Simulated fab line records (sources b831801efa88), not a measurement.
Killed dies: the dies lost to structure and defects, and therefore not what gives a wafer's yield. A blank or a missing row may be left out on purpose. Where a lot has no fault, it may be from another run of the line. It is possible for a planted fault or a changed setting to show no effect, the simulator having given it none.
fab line records    flow sky130
record: lots: 24  wafers: 72  last_day: 50
route steps=708 shown VIA1@460 VIA2@521 VIA3@575 PASSIVATION@684
lots that met no fault: from a run of the same line without faults
start_h: hours from the record's first day to the start of the lot's first wafer shown    wait_h: hours since the lot's step before    " the same as in the row above    L1.1+2: a single row standing in for several wafers    - either no value or no given start    * or withheld: withheld    < > ~ a bound
route shown NAME@n: NAME is a module with steps in the file, n the number in the route of the first one    usual: mean and standard deviation over wafers with no fault    same: alike in all rows    chamber/n: place in a boat    sites: readings site by site    _std_site: standard deviation across them    _edge_site: the outer-site mean with the inner-site mean subtracted    radius_mm: how far each site lies from the wafer's centre    mask NAME#n: copy n    behind: the last tool/chamber to shape the wafer    hold: why the lot went on hold/how many hours it stayed there/how the hold came to an end    device: whichever transistor did not switch (one of n, p or np)    end of line: the same wafers' tests at the end of the route    step lacking rows: just its recipe    killed: dies that structure and defects cost at the first sort, which is not the same as the wafer's yield    map: shows each die of a wafer: x if killed, . if not, _ if none is there
set.NAME: the setting as run; set.NAME@STEP: as run at that earlier step    model.NAME: the simulator's own value behind a step, which no gauge read
route steps across a sampled set of lots; one table per step, one row per wafer
services: a tool's chamber out of use, with start hour (start_h, from the record's first day; less than 0 if before it), hours out, and reason
== steps ==
step: SKY_VIA1_CMP_02
recipe: material: SiO2  down_force_psi: 4  platen_rpm: 60  pad_velocity_m_s: 0.94248
usual: motor_current_A: 11.9/0.86  slurry_flow_ml_min: 150.0/0.5
lot.wafer  tool    chamber  start_h  wait_h  motor_current_A  slurry_flow_ml_min
L075.2     cmp-02  2        769.14   0.0     12.0             149.9
L075.3     "       3        "        "       12.2             150.7
L075.6     "       3        "        "       12.5             150.5
L074.3     cmp-01  3        770.79   0.1     11.8             149.3
L074.1     "       0        "        "       13.0             150.2
L074.6     "       1        "        "       10.8             150.1
L076.3     cmp-01  0        783.22   0.0     13.2             149.8
L076.4     "       1        "        "       10.7             150.2
L076.1     "       3        "        "       11.5             149.8
L077.4     cmp-01  1        789.20   0.1     11.4             149.0
L077.1     "       2        "        "       10.9             150.0
L077.5     "       3        "        "       12.0             149.5
L078.2     cmp-02  1        817.99   0.0     13.3             150.2
L078.3     "       2        "        "       11.9             149.9
L078.5     "       1        "        "       13.7             149.7
L079.4     cmp-01  2        820.10   0.1     11.0             149.9
L079.3     "       3        "        "       11.9             149.5
L079.6     "       1        "        "       10.7             150.5
L081.3     cmp-01  1        821.26   0.0     10.1             149.4
L081.4     "       3        "        "       11.8             149.2
L081.6     "       2        "        "       11.0             150.5
L080.4     cmp-01  1        822.76   0.0     10.6             151.0
L080.1     "       0        "        "       12.7             150.2
L080.5     "       1        "        "       11.1             150.4
L082.3     cmp-02  2        828.21   0.1     12.3             149.9
L082.2     "       0        "        "       11.1             149.2
L082.5     "       1        "        "       13.3             150.2
L083.2     cmp-01  3        837.40   0.1     11.4             150.4
L083.5     "       1        "        "       11.0             150.5
L083.6     "       2        "        "       11.1             149.3
L084.2     cmp-01  3        845.38   0.2     12.1             149.8
L084.1     "       1        "        "       11.1             149.7
L084.5     "       2        "        "       11.1             150.8
L085.1     cmp-02  1        851.79   0.1     13.6             148.7
L085.5     "       1        "        "       14.2             149.3
L085.6     "       2        "        "       11.7             149.7
L086.2     cmp-02  2        859.66   0.0     11.8             149.0
L086.1     "       1        "        "       14.4             150.1
L086.6     "       2        "        "       11.4             149.6
L087.1     cmp-01  0        870.97   0.1     12.5             149.5
L087.5     "       2        "        "       11.2             150.2
L087.6     "       3        "        "       12.0             150.0
L088.2     cmp-02  2        874.99   0.1     12.1             150.2
L088.3     "       3        "        "       12.6             150.6
L088.5     "       1        "        "       12.9             149.3
L089.1     cmp-02  1        880.62   0.1     13.2             150.1
L089.4     "       2        "        "       11.9             149.1
L089.5     "       1        "        "       13.2             149.1
L090.3     cmp-02  0        888.33   0.1     11.5             149.5
L090.4     "       1        "        "       13.4             149.7
L090.6     "       0        "        "       11.4             150.1
L091.1     cmp-01  0        889.59   0.1     13.0             149.7
L091.4     "       2        "        "       11.7             150.5
L091.2     "       3        "        "       11.8             149.7
L092.3     cmp-01  0        894.33   0.1     12.4             149.4
L092.6     "       2        "        "       11.3             150.3
L092.5     "       3        "        "       11.9             150.1
L094.1     cmp-02  0        918.05   0.3     11.4             150.3
L094.6     "       3        "        "       12.1             149.5
L094.5     "       0        "        "       11.4             150.1
L093.1     cmp-02  1        918.90   0.4     13.6             150.1
L093.2     "       2        "        "       12.1             149.7
L093.6     "       1        "        "       13.5             150.2
L095.3     cmp-02  0        922.55   0.1     11.8             149.8
L095.6     "       2        "        "       11.5             149.7
L095.5     "       3        "        "       12.4             150.0
L096.4     cmp-02  1        927.52   0.0     13.8             149.5
L096.3     "       2        "        "       11.8             149.7
L096.1     "       3        "        "       11.7             150.0
L097.1     cmp-01  0        934.73   0.1     13.0             149.8
L097.3     "       1        "        "       10.7             149.9
L097.5     "       0        "        "       12.4             150.0
step: SKY_VIA2_ETCH_14
recipe: chemistry: N2/H2  target: BARC  ion_energy_ev: 200  source_w: 500  bias_w: 100  pressure_mtorr: 30  n2_flow_sccm: 100  h2_flow_sccm: 200  stop_on: SiO2  time_s: 45.9  target_depth_a: 600
usual: drypump_motor_current_A: 5.7/0.62  n2_flow_sccm: 100.01/0.29  oes_product_au: 0.855/0.0051  throttle_valve_pct: 13.225/0.0083
lot.wafer  tool         chamber  start_h  wait_h  drypump_motor_current_A  n2_flow_sccm  oes_product_au  rf_hours_counter_h  throttle_valve_pct
L075.2     rie_diel-03  2        851.19   0.0     6.6                      100.45        0.853           13                  13.219
L075.3     "            3        "        "       4.7                      100.23        0.850           14                  13.214
L075.6     "            1        "        "       5.4                      99.77         0.853           -                   13.223
L074.1     rie_diel-01  3        853.68   0.0     5.2                      99.69         0.851           6                   13.216
L074.3     "            2        "        "       5.5                      99.67         0.853           5                   13.237
L074.6     "            2        "        "       5.4                      99.83         0.860           -                   13.231
L076.1     rie_diel-03  0        864.28   0.0     5.8                      100.56        0.855           22                  13.231
L076.3     "            3        "        "       4.8                      99.76         0.850           15                  13.232
L076.4     "            2        "        "       6.6                      100.29        0.852           13                  13.231
L077.1     rie_diel-03  1        871.18   0.0     5.5                      99.77         0.858           2                   13.216
L077.4     "            3        "        "       4.8                      100.44        0.858           15                  13.223
L077.5     "            1        "        "       5.5                      100.01        0.860           -                   13.235
L078.2     rie_diel-01  1        900.29   0.0     6.4                      100.18        0.856           4                   13.221
L078.3     "            2        "        "       5.5                      100.10        0.860           7                   13.225
L078.5     "            3        "        "       5.2                      100.07        0.855           -                   13.238
L079.3     rie_diel-03  3        902.16   0.0     4.7                      99.77         0.858           16                  13.231
L079.4     "            3        "        "       4.7                      99.82         0.860           -                   13.232
L079.6     "            1        "        "       5.5                      100.16        0.855           -                   13.248
L081.3     rie_diel-01  2        902.28   0.0     5.5                      99.86         0.856           7                   13.223
L081.4     "            0        "        "       6.5                      100.20        0.841           12                  13.229
L081.6     "            2        "        "       5.5                      100.15        0.846           -                   13.218
L080.1     rie_diel-03  0        903.49   0.0     5.8                      100.13        0.854           24                  13.226
L080.4     "            3        "        "       4.8                      99.45         0.854           16                  13.233
L080.5     "            3        "        "       4.8                      100.29        0.852           -                   13.237
L082.2     rie_diel-03  0        908.66   0.0     5.8                      99.65         0.860           24                  13.230
L082.3     "            1        "        "       5.5                      99.96         0.858           3                   13.222
L082.5     "            0        "        "       5.8                      100.00        0.866           -                   13.245
L083.2     rie_diel-04  1        917.16   0.0     6.0                      99.85         0.866           21                  13.226
L083.5     "            2        "        "       5.1                      100.23        0.857           -                   13.235
L083.6     "            1        "        "       6.0                      100.05        0.868           -                   13.214
L084.1     rie_diel-01  2        925.14   0.0     5.5                      100.17        0.855           7                   13.220
L084.2     "            3        "        "       5.2                      99.90         0.856           8                   13.201
L084.5     "            3        "        "       5.1                      99.68         0.851           -                   13.214
L085.1     rie_diel-03  2        931.68   0.0     6.6                      99.67         0.842           15                  13.219
L085.5     "            1        "        "       5.5                      99.66         0.857           -                   13.230
L085.6     "            0        "        "       5.8                      100.28        0.846           -                   13.207
L086.1     rie_diel-01  1        938.29   0.0     6.4                      99.98         0.854           5                   13.221
L086.2     "            0        "        "       6.5                      99.63         0.847           13                  13.202
L086.6     "            1        "        "       6.4                      99.77         0.857           -                   13.229
L087.1     rie_diel-04  1        950.09   0.0     5.9                      100.02        0.851           22                  13.216
L087.5     "            3        "        "       6.6                      100.50        0.849           -                   13.238
L087.6     "            2        "        "       5.1                      100.21        0.855           -                   13.226
L088.2     rie_diel-03  0        954.51   0.0     5.8                      99.89         0.851           25                  13.216
L088.3     "            2        "        "       6.6                      99.18         0.856           16                  13.213
L088.5     "            0        "        "       5.8                      100.02        0.854           -                   13.212
L089.1     rie_diel-03  3        958.41   0.0     4.7                      100.40        0.852           18                  13.229
L089.4     "            0        "        "       5.8                      100.59        0.867           26                  13.224
L089.5     "            2        "        "       6.6                      100.04        0.852           -                   13.232
L090.3     rie_diel-04  0        966.31   0.0     5.5                      99.93         0.859           10                  13.238
L090.4     "            2        "        "       5.1                      99.81         0.861           5                   13.230
L090.6     "            1        "        "       5.9                      99.79         0.853           -                   13.226
L091.1     rie_diel-03  1        967.19   0.0     5.4                      100.01        0.859           5                   13.225
L091.2     "            0        "        "       5.8                      100.35        0.861           26                  13.227
L091.4     "            3        "        "       4.8                      99.89         0.859           18                  13.228
L092.3     rie_diel-04  3        971.24   0.0     6.6                      99.69         0.843           22                  13.233
L092.5     "            3        "        "       6.6                      99.93         0.849           -                   13.224
L092.6     "            2        "        "       5.1                      100.11        0.848           -                   13.225
L094.1     rie_diel-01  1        994.39   0.0     6.4                      100.03        0.859           7                   13.231
L094.5     "            3        "        "       5.2                      99.78         0.854           -                   13.229
L094.6     "            0        "        "       6.6                      100.26        0.853           -                   13.224
L093.1     rie_diel-04  3        995.34   0.0     6.6                      99.37         0.857           23                  13.228
L093.2     "            1        "        "       5.9                      100.21        0.861           23                  13.208
L093.6     "            1        "        "       5.9                      100.14        0.859           -                   13.230
L095.3     rie_diel-04  1        997.78   0.0     5.9                      99.48         0.858           23                  13.227
L095.5     "            0        "        "       5.5                      100.01        0.851           -                   13.218
L095.6     "            1        "        "       5.9                      99.61         0.865           -                   13.235
L096.1     rie_diel-04  0        1003.88  0.0     5.5                      100.35        0.849           11                  13.224
L096.3     "            3        "        "       6.6                      100.09        0.855           23                  13.215
L096.4     "            2        "        "       5.1                      99.72         0.859           7                   13.221
L097.1     rie_diel-03  2        1009.58  0.0     6.6                      99.60         0.858           18                  13.208
L097.3     "            1        "        "       5.4                      100.26        0.856           6                   13.232
L097.5     "            0        "        "       5.8                      100.42        0.850           -                   13.227
step: SKY_VIA2_ETCH_15
recipe: target: SiO2  chemistry: C4F8/O2/Ar  target_depth_nm: 546  stop_on: TiN  mask_material: KrF-thick  source_w: 1500  bias_w: 1200  pressure_mtorr: 40  c4f8_flow_sccm: withheld  O2_flow_sccm: 6  Ar_flow_sccm: 300  time_s: 84
usual: oes_product_au: 0.938/0.0046
lot.wafer  tool         chamber  start_h  wait_h  oes_product_au  rf_hours_counter_h
L075.2     rie_diel-03  2        851.23   0.0     0.938           13
L075.3     "            3        "        "       0.941           14
L075.6     "            1        "        "       0.943           -
L074.1     rie_diel-01  3        853.72   0.0     0.936           7
L074.3     "            2        "        "       0.940           5
L074.6     "            2        "        "       0.941           -
L076.1     rie_diel-03  0        864.32   0.0     0.939           22
L076.3     "            3        "        "       0.940           15
L076.4     "            2        "        "       0.933           14
L077.1     rie_diel-03  1        871.22   0.0     0.936           2
L077.4     "            3        "        "       0.929           15
L077.5     "            1        "        "       0.938           -
L078.2     rie_diel-01  1        900.33   0.0     0.940           4
L078.3     "            2        "        "       0.939           7
L078.5     "            3        "        "       0.934           -
L079.3     rie_diel-03  3        902.20   0.0     0.924           16
L079.4     "            3        "        "       0.942           -
L079.6     "            1        "        "       0.935           -
L081.3     rie_diel-01  2        902.32   0.0     0.928           7
L081.4     "            0        "        "       0.933           12
L081.6     "            2        "        "       0.941           -
L080.1     rie_diel-03  0        903.53   0.0     0.941           24
L080.4     "            3        "        "       0.935           16
L080.5     "            3        "        "       0.942           -
L082.2     rie_diel-03  0        908.70   0.0     0.941           24
L082.3     "            1        "        "       0.942           3
L082.5     "            0        "        "       0.936           -
L083.2     rie_diel-04  1        917.20   0.0     0.936           21
L083.5     "            2        "        "       0.935           -
L083.6     "            1        "        "       0.930           -
L084.1     rie_diel-01  2        925.18   0.0     0.942           7
L084.2     "            3        "        "       0.931           8
L084.5     "            3        "        "       0.940           -
L085.1     rie_diel-03  2        931.72   0.0     0.938           15
L085.5     "            1        "        "       0.945           -
L085.6     "            0        "        "       0.932           -
L086.1     rie_diel-01  1        938.36   0.0     0.943           5
L086.2     "            0        "        "       0.939           13
L086.6     "            1        "        "       0.937           -
L087.1     rie_diel-04  1        950.13   0.0     0.930           22
L087.5     "            3        "        "       0.945           -
L087.6     "            2        "        "       0.936           -
L088.2     rie_diel-03  0        954.55   0.0     0.935           25
L088.3     "            2        "        "       0.939           16
L088.5     "            0        "        "       0.944           -
L089.1     rie_diel-03  3        958.45   0.0     0.935           18
L089.4     "            0        "        "       0.941           26
L089.5     "            2        "        "       0.935           -
L090.3     rie_diel-04  0        966.35   0.0     0.934           10
L090.4     "            2        "        "       0.934           5
L090.6     "            1        "        "       0.947           -
L091.1     rie_diel-03  1        967.23   0.0     0.937           5
L091.2     "            0        "        "       0.932           26
L091.4     "            3        "        "       0.940           18
L092.3     rie_diel-04  3        971.29   0.0     0.940           22
L092.5     "            3        "        "       0.937           -
L092.6     "            2        "        "       0.943           -
L094.1     rie_diel-01  1        994.44   0.0     0.931           7
L094.5     "            3        "        "       0.952           -
L094.6     "            0        "        "       0.932           -
L093.1     rie_diel-04  3        995.39   0.0     0.937           23
L093.2     "            1        "        "       0.948           23
L093.6     "            1        "        "       0.941           -
L095.3     rie_diel-04  1        997.82   0.0     0.937           23
L095.5     "            0        "        "       0.939           -
L095.6     "            1        "        "       0.937           -
L096.1     rie_diel-04  0        1003.92  0.0     0.944           11
L096.3     "            3        "        "       0.942           23
L096.4     "            2        "        "       0.937           7
L097.1     rie_diel-03  2        1009.62  0.0     0.951           18
L097.3     "            1        "        "       0.937           6
L097.5     "            0        "        "       0.936           -
step: SKY_VIA3_CMP_02
recipe: material: SiO2  down_force_psi: 4  platen_rpm: 60  pad_velocity_m_s: 0.94248
usual: motor_current_A: 12.0/0.86  slurry_flow_ml_min: 150.0/0.48
lot.wafer  tool    chamber  start_h  wait_h  motor_current_A  slurry_flow_ml_min
L075.2     cmp-02  2        906.11   0.0     12.1             150.0
L075.3     "       0        "        "       11.8             150.7
L075.6     "       2        "        "       11.8             150.6
L074.1     cmp-02  1        908.55   0.1     13.6             148.9
L074.3     "       2        "        "       11.7             150.3
L074.6     "       2        "        "       11.5             150.1
L076.3     cmp-02  1        919.20   0.7     12.8             150.1
L076.1     "       3        "        "       12.2             150.3
L076.4     "       0        "        "       10.7             149.8
L077.1     cmp-01  2        925.94   0.1     11.2             150.4
L077.4     "       1        "        "       10.3             149.9
L077.5     "       3        "        "       11.1             149.2
L078.3     cmp-01  1        953.60   0.0     10.8             149.8
L078.2     "       2        "        "       11.2             149.2
L078.5     "       1        "        "       11.0             150.3
L079.4     cmp-01  3        954.96   0.1     12.1             151.1
L079.3     "       0        "        "       12.2             150.5
L079.6     "       3        "        "       12.0             150.7
L081.4     cmp-02  0        955.24   0.0     12.0             150.9
L081.3     "       1        "        "       13.4             149.3
L081.6     "       1        "        "       13.8             150.1
L080.4     cmp-02  0        956.02   0.0     11.2             149.4
L080.1     "       1        "        "       13.4             149.6
L080.5     "       1        "        "       13.8             150.1
L082.3     cmp-02  1        961.12   0.0     13.0             149.9
L082.2     "       0        "        "       11.7             149.9
L082.5     "       2        "        "       12.2             149.2
L083.2     cmp-02  2        969.32   0.0     11.7             149.8
L083.5     "       2        "        "       12.1             149.5
L083.6     "       3        "        "       12.2             150.2
L084.2     cmp-02  0        976.89   0.1     11.5             150.1
L084.1     "       1        "        "       13.0             149.7
L084.5     "       0        "        "       11.9             150.5
L085.1     cmp-01  2        983.74   0.1     11.3             149.7
L085.5     "       0        "        "       12.6             149.3
L085.6     "       1        "        "       10.5             150.1
L086.2     cmp-02  2        989.90   0.0     12.2             149.9
L086.1     "       1        "        "       13.6             149.9
L086.6     "       2        "        "       11.7             150.5
L087.1     cmp-02  3        1001.94  0.2     12.1             150.1
L087.6     "       0        "        "       11.3             149.9
L087.5     "       1        "        "       13.9             149.6
L088.2     cmp-02  0        1006.70  0.1     11.9             149.8
L088.3     "       1        "        "       13.8             150.7
L088.5     "       0        "        "       11.7             149.7
L089.1     cmp-02  1        1010.49  0.1     13.1             149.9
L089.4     "       3        "        "       11.8             149.7
L089.5     "       1        "        "       12.7             149.5
L090.3     cmp-01  1        1016.38  0.1     11.1             149.5
L090.4     "       2        "        "       11.2             149.5
L090.6     "       0        "        "       12.8             149.7
L091.4     cmp-01  1        1017.23  0.0     10.6             150.5
L091.1     "       2        "        "       11.0             150.2
L091.2     "       3        "        "       12.1             150.2
L092.3     cmp-01  0        1021.83  0.1     12.4             150.2
L092.5     "       3        "        "       11.5             149.9
L092.6     "       0        "        "       12.4             150.2
L094.1     cmp-02  3        1043.00  0.2     11.9             149.8
L094.6     "       0        "        "       11.2             149.7
L094.5     "       1        "        "       13.7             150.3
L093.2     cmp-01  0        1043.80  0.0     12.9             150.9
L093.1     "       2        "        "       10.7             149.8
L093.6     "       0        "        "       13.0             149.9
L095.3     cmp-02  1        1046.16  0.0     13.2             150.4
L095.6     "       1        "        "       13.7             150.1
L095.5     "       2        "        "       11.5             150.0
L096.3     cmp-01  3        1053.84  0.0     11.7             149.7
L096.1     "       1        "        "       10.7             149.8
L096.4     "       2        "        "       11.0             149.5
L097.1     cmp-01  2        1057.30  0.1     10.8             149.6
L097.3     "       1        "        "       10.4             150.4
L097.5     "       3        "        "       11.3             150.7
step: SKY_VIA3_RS_MEAS_22
recipe: thk_meas_gauge: four-point-probe  reads: W_of_VIA3_CVD_21+TiN_of_VIA3_SPUTTER_20
usual: VIA3_W_RS: 0.2937/0.0023
lot.wafer  tool           chamber  start_h  wait_h  VIA3_W_RS[ohm/sq]
L075.2     film_metro-01  -        932.38   0.1     0.2957
L075.3     "              -        "        "       0.2940
L075.6     "              -        "        "       0.2946
L074.1     film_metro-03  -        935.31   0.1     0.2919
L074.3     "              -        "        "       0.2922
L074.6     "              -        "        "       0.2907
L076.1     film_metro-03  -        944.97   0.1     0.2949
L076.3     "              -        "        "       0.2946
L076.4     "              -        "        "       0.2943
L077.1     film_metro-02  -        951.58   0.1     0.2933
L077.4     "              -        "        "       0.2940
L077.5     "              -        "        "       0.2919
L078.2     film_metro-03  -        979.64   0.1     0.2958
L078.3     "              -        "        "       0.2932
L078.5     "              -        "        "       0.2924
L081.3     film_metro-03  -        980.68   0.1     0.2921
L081.4     "              -        "        "       0.2913
L081.6     "              -        "        "       0.2897
L079.3     film_metro-01  -        980.80   0.1     0.2955
L079.4     "              -        "        "       0.2973
L079.6     "              -        "        "       0.2992
L080.1     film_metro-03  -        982.20   0.1     0.2911
L080.4     "              -        "        "       0.2952
L080.5     "              -        "        "       0.2926
L082.2     film_metro-02  -        986.41   0.1     0.2922
L082.3     "              -        "        "       0.2933
L082.5     "              -        "        "       0.2946
L083.2     film_metro-01  -        994.37   0.1     0.2921
L083.5     "              -        "        "       0.2927
L083.6     "              -        "        "       0.2935
L084.1     film_metro-02  -        1002.42  0.1     0.2918
L084.2     "              -        "        "       0.2907
L084.5     "              -        "        "       0.2915
L085.1     film_metro-02  -        1007.89  0.1     0.2942
L085.5     "              -        "        "       0.2958
L085.6     "              -        "        "       0.2963
L086.1     film_metro-02  -        1013.75  0.1     0.2928
L086.2     "              -        "        "       0.2941
L086.6     "              -        "        "       0.2961
L087.1     film_metro-02  -        1026.21  0.1     0.2949
L087.5     "              -        "        "       0.2929
L087.6     "              -        "        "       0.2963
L088.2     film_metro-01  -        1031.23  0.1     0.2961
L088.3     "              -        "        "       0.2942
L088.5     "              -        "        "       0.2953
L089.1     film_metro-01  -        1034.89  0.1     0.2923
L089.4     "              -        "        "       0.2930
L089.5     "              -        "        "       0.2958
L090.3     film_metro-02  -        1039.98  0.1     0.2965
L090.4     "              -        "        "       0.2971
L090.6     "              -        "        "       0.2930
L091.1     film_metro-01  -        1040.43  0.1     0.2960
L091.2     "              -        "        "       0.2950
L091.4     "              -        "        "       0.2971
L092.3     film_metro-01  -        1045.01  0.1     0.2884
L092.5     "              -        "        "       0.2942
L092.6     "              -        "        "       0.2925
L094.1     film_metro-01  -        1065.69  0.1     0.2886
L094.5     "              -        "        "       0.2933
L094.6     "              -        "        "       0.2939
L093.1     film_metro-01  -        1067.41  0.1     0.2962
L093.2     "              -        "        "       0.2898
L093.6     "              -        "        "       0.2916
L095.3     film_metro-02  -        1069.18  0.1     0.2900
L095.5     "              -        "        "       0.2952
L095.6     "              -        "        "       0.2950
L096.1     film_metro-03  -        1076.71  0.1     0.2945
L096.3     "              -        "        "       0.2917
L096.4     "              -        "        "       0.2906
L097.1     film_metro-02  -        1080.67  0.1     0.2936
L097.3     "              -        "        "       0.2959
L097.5     "              -        "        "       0.2921
step: SKY_PASSIVATION_THK_MEAS_03
recipe: reads: Si3N4_of_PASSIVATION_CVD_02
usual: PASSIVATION_CVD_02_THK: 540/7
lot.wafer  tool           chamber  start_h  wait_h  PASSIVATION_CVD_02_THK[nm]
L075.2     film_metro-03  -        1031.72  -       543
L075.3     "              -        "        "       552
L075.6     "              -        "        "       545
L074.1     film_metro-02  -        1036.38  -       539
L074.3     "              -        "        "       530
L074.6     "              -        "        "       535
L076.1     film_metro-01  -        1050.25  -       542
L076.3     "              -        "        "       532
L076.4     "              -        "        "       538
L077.1     film_metro-02  -        1051.18  -       535
L077.4     "              -        "        "       541
L077.5     "              -        "        "       547
L078.2     film_metro-01  -        1074.95  -       536
L078.3     "              -        "        "       543
L078.5     "              -        "        "       541
L081.3     film_metro-03  -        1076.53  -       529
L081.4     "              -        "        "       539
L081.6     "              -        "        "       535
L079.3     film_metro-03  -        1077.71  -       530
L079.4     "              -        "        "       536
L079.6     "              -        "        "       537
L080.1     film_metro-03  -        1078.06  -       539
L080.4     "              -        "        "       546
L080.5     "              -        "        "       543
L082.2     film_metro-01  -        1081.11  -       532
L082.3     "              -        "        "       532
L082.5     "              -        "        "       542
L083.2     film_metro-03  -        1086.11  -       528
L083.5     "              -        "        "       538
L083.6     "              -        "        "       540
L084.1     film_metro-02  -        1093.88  -       537
L084.2     "              -        "        "       533
L084.5     "              -        "        "       541
L085.1     film_metro-02  -        1100.65  -       545
L085.5     "              -        "        "       550
L085.6     "              -        "        "       547
L086.1     film_metro-01  -        1104.37  -       531
L086.2     "              -        "        "       534
L086.6     "              -        "        "       539
L087.1     film_metro-03  -        1121.70  -       546
L087.5     "              -        "        "       545
L087.6     "              -        "        "       544
L088.2     film_metro-03  -        1121.86  -       534
L088.3     "              -        "        "       540
L088.5     "              -        "        "       546
L089.1     film_metro-02  -        1123.20  -       537
L089.4     "              -        "        "       550
L089.5     "              -        "        "       556
L090.3     film_metro-01  -        1126.34  -       534
L090.4     "              -        "        "       538
L090.6     "              -        "        "       535
L091.1     film_metro-01  -        1128.45  -       533
L091.2     "              -        "        "       536
L091.4     "              -        "        "       541
L092.3     film_metro-03  -        1130.13  -       540
L092.5     "              -        "        "       554
L092.6     "              -        "        "       549
L094.1     film_metro-02  -        1148.63  -       534
L094.5     "              -        "        "       541
L094.6     "              -        "        "       540
L093.1     film_metro-03  -        1150.00  -       537
L093.2     "              -        "        "       526
L093.6     "              -        "        "       538
L095.3     film_metro-01  -        1151.35  -       547
L095.5     "              -        "        "       551
L095.6     "              -        "        "       555
L096.1     film_metro-01  -        1162.79  -       533
L096.3     "              -        "        "       539
L096.4     "              -        "        "       540
L097.1     film_metro-01  -        1165.62  -       541
L097.3     "              -        "        "       526
L097.5     "              -        "        "       541
== services ==
tool         chamber  start_h  hours  kind
rie_diel-03  3        765.11   2.9    repair
rie_diel-04  0        779.49   10.2   repair
cmp-02       -        818.41   2.4    repair
cmp-02       -        820.82   7.1    pm
rie_diel-03  -        824.77   0.7    repair
rie_diel-03  -        832.46   14.6   pm
rie_diel-04  0        841.93   2.9    repair
rie_diel-04  -        848.53   14.6   pm
rie_diel-04  3        873.83   12.1   repair
rie_diel-04  0        888.55   6.7    repair
rie_diel-03  3        894.22   4.1    repair
rie_diel-03  2        897.71   4.5    repair
cmp-01       -        909.69   5.7    pm
cmp-01       -        915.35   4.0    pm
cmp-02       -        928.24   1.6    repair
rie_diel-04  0        972.13   7.2    repair
rie_diel-03  0        976.30   5.2    repair
cmp-02       -        1002.14  4.5    pm
cmp-01       -        1011.51  0.2    repair
rie_diel-04  3        1011.96  5.6    repair
rie_diel-04  -        1036.67  2.8    pm
rie_diel-03  -        1037.78  0.3    repair
rie_diel-03  -        1045.55  4.3    pm
cmp-01       -        1049.72  2.0    repair
== key ==
fault none
